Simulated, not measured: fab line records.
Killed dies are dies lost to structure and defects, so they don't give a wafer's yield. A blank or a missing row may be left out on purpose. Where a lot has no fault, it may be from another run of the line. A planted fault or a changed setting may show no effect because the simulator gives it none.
Which tool was responsible? -- flow gf180mcu -- Sampling: 15 lots, 45 wafers, 3 of 602 route steps

== WHAT EACH GAUGE READ, for each wafer ==
The record holds no reading of a measuring or inspecting step that can be judged against a usual standard deviation.

== EACH LOT AND THE TOOL THAT RAN IT (in order: tool; ch and the chambers of the sampled wafers; start) ==
lot,GF_V4_SPUTTER_22,GF_MIM_SPUTTER_02,GF_MIM_SPUTTER_07
L461,"pvdSputter-03, day 24 07:11","pvdSputter-04, day 24 07:58","pvdSputter-01, day 24 08:08"
L462,"pvdSputter-03, day 24 19:15","pvdSputter-01, day 24 20:01","pvdSputter-04, day 24 20:11"
L466,"pvdSputter-02, day 26 08:26","pvdSputter-01, day 26 09:37","pvdSputter-01, day 26 09:47"
L467,"pvdSputter-02, day 26 14:38","pvdSputter-03, day 26 15:24","pvdSputter-01, day 26 15:35"
L468,"pvdSputter-03, day 26 23:22","pvdSputter-04, day 27 00:06","pvdSputter-01, day 27 00:17"
L469,"pvdSputter-03, day 27 04:20","pvdSputter-04, day 27 05:06","pvdSputter-01, day 27 05:17"
L470,"pvdSputter-02, day 27 18:10","pvdSputter-04, day 27 18:56","pvdSputter-01, day 27 19:07"
L471,"pvdSputter-03, day 27 20:28","pvdSputter-01, day 27 21:25","pvdSputter-03, day 27 21:36"
L474,"pvdSputter-03, day 28 18:25","pvdSputter-01, day 28 19:11","pvdSputter-04, day 28 19:22"
L475,"pvdSputter-01, day 29 10:39","pvdSputter-04, day 29 11:25","pvdSputter-01, day 29 11:36"
L476,"pvdSputter-03, day 29 14:52","pvdSputter-03, day 29 15:37","pvdSputter-04, day 29 15:49"
L477,"pvdSputter-01, day 29 17:17","pvdSputter-03, day 29 18:04","pvdSputter-01, day 29 18:14"
L479,"pvdSputter-03, day 30 05:19","pvdSputter-04, day 30 06:04","pvdSputter-01, day 30 06:15"
L483,"pvdSputter-03, day 31 04:08","pvdSputter-04, day 31 04:53","pvdSputter-03, day 31 05:04"
L484,"pvdSputter-03, day 31 07:14","pvdSputter-03, day 31 08:01","pvdSputter-01, day 31 08:11"
- GF_V4_SPUTTER_22: material TiN, target thk 10 nm, time 40 s.
- GF_MIM_SPUTTER_02: material AlCu, target thk 450 nm, time 23.9 s.
- GF_MIM_SPUTTER_07: material TiN, target thk 60 nm, time 50 s.

== WHAT THE TOOLS THEMSELVES READ (means of the sampled wafers that have a number; where no wafer has one, the mark that the record gives instead) ==
GF_V4_SPUTTER_22. Usual: cathodeDcPowerW 4000.0 W, standard deviation 0.69; chamberPressurePa 4.999 Pa, standard deviation 0.01; throttleValvePct 30.4 %, standard deviation 1.3.
lot,tool,cathodeDcPowerW (W),chamberPressurePa (Pa),throttleValvePct (%),flag
L461,pvdSputter-03,4000.2,4.987,30.6,
L462,pvdSputter-03,4000.3,4.999,31.1,
L466,pvdSputter-02,3999.8,5.002,30.3,
L467,pvdSputter-02,4000.0,5.004,29.9,
L468,pvdSputter-03,4000.2,4.999,30.7,
L469,pvdSputter-03,3999.9,5.003,29.9,
L470,pvdSputter-02,3999.7,5.006,30.1,
L471,pvdSputter-03,4000.7,5.004,29.9,
L474,pvdSputter-03,3999.9,5.000,31.8,
L475,pvdSputter-01,3999.4,4.997,29.0,
L476,pvdSputter-03,4000.0,5.008,31.2,
L477,pvdSputter-01,4000.0,4.999,29.7,
L479,pvdSputter-03,3999.7,5.003,31.9,
L483,pvdSputter-03,3999.9,5.000,30.6,
L484,pvdSputter-03,3999.9,5.007,29.5,

GF_MIM_SPUTTER_02. Usual: cathodeDcPowerW 10600 W, standard deviation 2; chamberPressurePa 0.4001 Pa, standard deviation 0.00079; throttleValvePct 30.1 %, standard deviation 1.1.
lot,tool,cathodeDcPowerW (W),chamberPressurePa (Pa),throttleValvePct (%),flag
L461,pvdSputter-04,10601,0.3997,30.1,
L462,pvdSputter-01,10599,0.4009,29.5,
L466,pvdSputter-01,10601,0.3999,28.9,
L467,pvdSputter-03,10600,0.4001,30.9,
L468,pvdSputter-04,10600,0.4011,30.2,
L469,pvdSputter-04,10600,0.3999,30.1,
L470,pvdSputter-04,10600,0.4000,29.3,
L471,pvdSputter-01,10600,0.3998,30.0,
L474,pvdSputter-01,10600,0.4002,29.5,
L475,pvdSputter-04,-,-,-,OFF
L476,pvdSputter-03,-,-,-,OFF
L477,pvdSputter-03,-,-,-,OFF
L479,pvdSputter-04,10600,0.3999,30.4,
L483,pvdSputter-04,10599,0.4009,30.4,
L484,pvdSputter-03,10600,0.4004,31.2,

GF_MIM_SPUTTER_07. Usual: cathodeDcPowerW 6499.8 W, standard deviation 1.3; chamberPressurePa 0.3929 Pa, standard deviation 0.00074; throttleValvePct 29.9 %, standard deviation 1.2.
lot,tool,cathodeDcPowerW (W),chamberPressurePa (Pa),throttleValvePct (%),flag
L461,pvdSputter-01,6500.2,0.3929,29.0,
L462,pvdSputter-04,6500.0,0.3928,30.3,
L466,pvdSputter-01,6500.5,0.3922,29.5,
L467,pvdSputter-01,6499.3,0.3927,29.3,
L468,pvdSputter-01,6499.9,0.3926,29.6,
L469,pvdSputter-01,6499.8,0.3932,29.8,
L470,pvdSputter-01,6500.9,0.3929,29.6,
L471,pvdSputter-03,6499.9,0.3919,31.2,
L474,pvdSputter-04,6499.0,0.3924,30.4,
L475,pvdSputter-01,6499.7,0.3924,29.6,
L476,pvdSputter-04,6498.7,0.3937,30.4,
L477,pvdSputter-01,6500.7,0.3923,29.5,
L479,pvdSputter-01,6500.8,0.3929,29.3,
L483,pvdSputter-03,6500.2,0.3931,30.8,
L484,pvdSputter-01,6499.3,0.3940,29.5,

== THE ANSWER, worked out from the rows above alone ==
Rule: a lot is off if the mean of its wafers that have a number lies more than 3 standard deviations from the usual mean. A lot without any number at a reading at which 4 lots or more have one is off too. Where the step has rows for the other lots, those lots are counted as sound. First the gauges in route order, then the tools' own readings, where a lot's mean is used as printed above. At the first step where some lot is off, the reading lying furthest off is the one used; lots without a number count as furthest.
Off: L475, L476, L477, at GF_MIM_SPUTTER_02 (cathodeDcPowerW). Without a number there: L475, L476, L477.
A tool fits if, at that step or a process step before it, it ran every lot that is off, and no sound lot after the first of them. None of those tried fits.

== WHAT WAS PUT IN BY THE SIMULATOR ==
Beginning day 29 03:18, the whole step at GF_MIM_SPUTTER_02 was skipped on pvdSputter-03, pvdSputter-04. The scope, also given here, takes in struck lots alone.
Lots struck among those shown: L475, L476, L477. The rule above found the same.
